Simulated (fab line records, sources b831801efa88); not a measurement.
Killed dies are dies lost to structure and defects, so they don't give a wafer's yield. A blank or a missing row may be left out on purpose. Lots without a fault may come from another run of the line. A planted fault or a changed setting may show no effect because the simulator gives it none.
Which tool did it? | flow gf180mcu | 15 lots, 45 wafers sampled, at 4 steps of a route of 602

WHAT THE GAUGES READ, wafer by wafer
The record holds no reading of a measuring or inspecting step that can be judged against a usual standard deviation.

WHICH TOOL RAN EACH LOT (tool, then ch and the chambers of the sampled wafers, then the start)
lot  | GF_DNWELL_STRIP_08                  | GF_VT_IMPLANT_EXPOSE_37             | GF_V1_ETCH_17                                 | GF_V1_CMP_26
L306 | plasma_asher-03 ch 0,1, day 2 21:43 | iline_stepper-01 ch 0, day 7 10:17  | rie_diel-04 ch 0,2,3, day 18 10:11 or earlier | cmp-02 ch 0,1,3, day 18 10:11
L307 | plasma_asher-04 ch 1, day 3 00:07   | iline_stepper-02 ch 0, day 7 12:39  | rie_diel-01 ch 0,2, day 18 16:12 or earlier   | cmp-02 ch 0,2, day 18 16:12
L308 | plasma_asher-03 ch 0,1, day 3 05:26 | iline_stepper-01 ch 0, day 7 18:55  | rie_diel-02 ch 0,2,3, day 19 05:48 or earlier | cmp-01 ch 0,2,3, day 19 05:48
L310 | plasma_asher-03 ch 0,1, day 3 16:17 | iline_stepper-02 ch 0, day 8 13:16  | rie_diel-01 ch 1,2,3, day 20 08:44 or earlier | cmp-02 ch 1,2,3, day 20 08:44
L314 | plasma_asher-01 ch 0,1, day 4 13:40 | iline_stepper-01, day 9 11:01       | -                                             | -
L315 | plasma_asher-03 ch 0,1, day 4 22:16 | iline_stepper-01, day 9 23:31       | -                                             | -
L316 | plasma_asher-03 ch 0,1, day 5 02:40 | iline_stepper-01, day 10 03:14      | -                                             | -
L322 | plasma_asher-04 ch 0,1, day 6 09:13 | iline_stepper-02 ch 0, day 11 17:56 | rie_diel-02 ch 0,1,3, day 24 03:56 or earlier | cmp-02 ch 1,2,3, day 24 03:56
L323 | plasma_asher-03 ch 0,1, day 6 15:34 | iline_stepper-02 ch 0, day 12 03:26 | rie_diel-02 ch 1,2,3, day 24 14:37 or earlier | cmp-01 ch 0,1,2, day 24 14:37
L324 | plasma_asher-01 ch 0,1, day 6 18:47 | iline_stepper-02 ch 0, day 12 06:04 | rie_diel-02 ch 0,1,2, day 24 22:31 or earlier | cmp-02 ch 2,3, day 24 22:31
L325 | plasma_asher-01 ch 0,1, day 7 01:46 | iline_stepper-01 ch 0, day 12 13:24 | rie_diel-02 ch 0,1,3, day 25 03:35 or earlier | cmp-01 ch 0,1, day 25 03:35
L326 | plasma_asher-01 ch 0,1, day 7 06:02 | iline_stepper-02 ch 0, day 12 20:59 | rie_diel-04 ch 0,1,2, day 25 16:29 or earlier | cmp-01 ch 0,2,3, day 25 16:29
L327 | plasma_asher-01 ch 0,1, day 7 12:17 | iline_stepper-02 ch 0, day 13 02:56 | rie_diel-01 ch 1,2,3, day 25 16:52 or earlier | cmp-02 ch 0,2,3, day 25 16:52
L328 | plasma_asher-03 ch 0, day 7 19:16   | iline_stepper-01 ch 0, day 13 10:49 | rie_diel-02 ch 0,2,3, day 26 01:56 or earlier | cmp-02 ch 2,3, day 26 01:56
L329 | plasma_asher-04 ch 0,1, day 7 21:23 | iline_stepper-02 ch 0, day 13 15:52 | rie_diel-04 ch 2,3, day 26 05:02 or earlier   | cmp-02 ch 2,3, day 26 05:02
- GF_DNWELL_STRIP_08: strips in O2/N2.
- GF_VT_IMPLANT_EXPOSE_37: exposes mask Nwell HV AREA, target cd 860 nm.
- GF_V1_ETCH_17: etches SiO2 in C4F8/O2/Ar, stops on TiN, target depth 630 nm.
- GF_V1_CMP_26: polishes, stops on SiO2, t overpolish 15 s, target thk 0 nm.

WHAT THE TOOLS THEMSELVES READ (means of the sampled wafers that have a number; where no wafer has one, the mark that the record gives instead)
GF_DNWELL_STRIP_08.
lot  | tool            | drypump_motor_current_A (A) | heater_power_w (W) | oes_product_au (a.u.) | strip_time_to_endpoint_s (s)
L306 | plasma_asher-03 | 5.8                         | 320                | 0.727                 | 36.84
L307 | plasma_asher-04 | 5.7                         | 362                | 0.716                 | 36.93
L308 | plasma_asher-03 | 5.8                         | 326                | 0.723                 | 36.89
L310 | plasma_asher-03 | 5.7                         | 326                | 0.726                 | 36.82
L314 | plasma_asher-01 | 5.5                         | 346                | 0.721                 | 37.08
L315 | plasma_asher-03 | 5.8                         | 321                | 0.723                 | 36.83
L316 | plasma_asher-03 | 5.7                         | 326                | 0.720                 | 36.99
L322 | plasma_asher-04 | 5.4                         | 333                | 0.723                 | 37.01
L323 | plasma_asher-03 | 5.7                         | 338                | 0.723                 | 36.93
L324 | plasma_asher-01 | 5.4                         | 344                | 0.719                 | 36.88
L325 | plasma_asher-01 | 5.2                         | 334                | 0.721                 | 36.93
L326 | plasma_asher-01 | 5.2                         | 338                | 0.722                 | 37.01
L327 | plasma_asher-01 | 5.5                         | 347                | 0.724                 | 36.95
L328 | plasma_asher-03 | 5.9                         | 330                | 0.719                 | 36.87
L329 | plasma_asher-04 | 5.6                         | 343                | 0.723                 | 36.89

GF_VT_IMPLANT_EXPOSE_37.
lot  | tool             | exposure_dose_mJ_cm2 | focus_offset_nm (nm)
L306 | iline_stepper-01 | 139.99               | 0.6
L307 | iline_stepper-02 | 140.05               | 0.1
L308 | iline_stepper-01 | 140.00               | 0.4
L310 | iline_stepper-02 | 140.04               | 0.3
L314 | iline_stepper-01 | -                    | -
L315 | iline_stepper-01 | -                    | -
L316 | iline_stepper-01 | -                    | -
L322 | iline_stepper-02 | 139.86               | 0.3
L323 | iline_stepper-02 | 140.03               | 0.4
L324 | iline_stepper-02 | 139.88               | 0.1
L325 | iline_stepper-01 | 139.98               | 0.3
L326 | iline_stepper-02 | 139.81               | -0.3
L327 | iline_stepper-02 | 139.93               | 0.7
L328 | iline_stepper-01 | 139.99               | 0.0
L329 | iline_stepper-02 | 140.00               | 0.2

GF_V1_ETCH_17.
lot  | tool        | bias_w (W) | oes_product_au (a.u.)
L306 | rie_diel-04 | 1202       | 0.854
L307 | rie_diel-01 | 1204       | 0.853
L308 | rie_diel-02 | 1195       | 0.852
L310 | rie_diel-01 | 1198       | 0.855
L322 | rie_diel-02 | 1204       | 0.855
L323 | rie_diel-02 | 1202       | 0.855
L324 | rie_diel-02 | 1198       | 0.852
L325 | rie_diel-02 | 1199       | 0.860
L326 | rie_diel-04 | 1200       | 0.859
L327 | rie_diel-01 | 1201       | 0.852
L328 | rie_diel-02 | 1204       | 0.855
L329 | rie_diel-04 | 1199       | 0.857

GF_V1_CMP_26.
lot  | tool   | head_pressure_psi (psi) | motor_current_A (A) | overpolish_run_s (s) | time_to_endpoint_s (s)
L306 | cmp-02 | 3.507                   | 11.3                | 14.988               | 78
L307 | cmp-02 | 3.506                   | 10.3                | 14.997               | 80
L308 | cmp-01 | 3.495                   | 12.1                | 15.002               | 89
L310 | cmp-02 | 3.508                   | 11.8                | 14.999               | 86
L322 | cmp-02 | 3.504                   | 12.0                | 14.999               | 79
L323 | cmp-01 | 3.502                   | 11.5                | 14.998               | 83
L324 | cmp-02 | 3.504                   | 11.0                | 14.994               | 83
L325 | cmp-01 | 3.499                   | 11.9                | 15.000               | 87
L326 | cmp-01 | 3.498                   | 12.3                | 14.992               | 81
L327 | cmp-02 | 3.501                   | 10.9                | 14.992               | 81
L328 | cmp-02 | 3.513                   | 11.3                | 14.998               | 81
L329 | cmp-02 | 3.509                   | 11.1                | 14.996               | 83

THE ANSWER, worked out from the rows above alone
Rule: what is usual is taken from the lots themselves. Put in order of their means at a reading, lots are off if they are a third of the lots or fewer, leave a main group of 4 or more, and stand apart from it by a gap of 3 or more times the standard deviation of the main group's means; of several such gaps the widest counts. A main group whose means are all the same, to the digits that the tables above print for the reading, isn't used. A lot without any number at a reading at which 4 lots or more have one is off too. The other lots that the step has rows for count as sound. The gauges are gone through in route order, then the tools' own readings, and for those a lot's mean is taken as printed above. The first step at which some lot is off is used, and at that step the reading that is off furthest; a lot without a number counts as furthest.
Off: L314, L315, L316, at GF_VT_IMPLANT_EXPOSE_37 (exposure_dose_mJ_cm2). Without a number there: L314, L315, L316. The main group: mean 139.96, standard deviation 0.073.
A tool fits if, at that step or a process step before it, it ran every lot that is off, and no sound lot after the first of them. None of those tried fits.

WHAT THE SIMULATOR HAD PUT IN
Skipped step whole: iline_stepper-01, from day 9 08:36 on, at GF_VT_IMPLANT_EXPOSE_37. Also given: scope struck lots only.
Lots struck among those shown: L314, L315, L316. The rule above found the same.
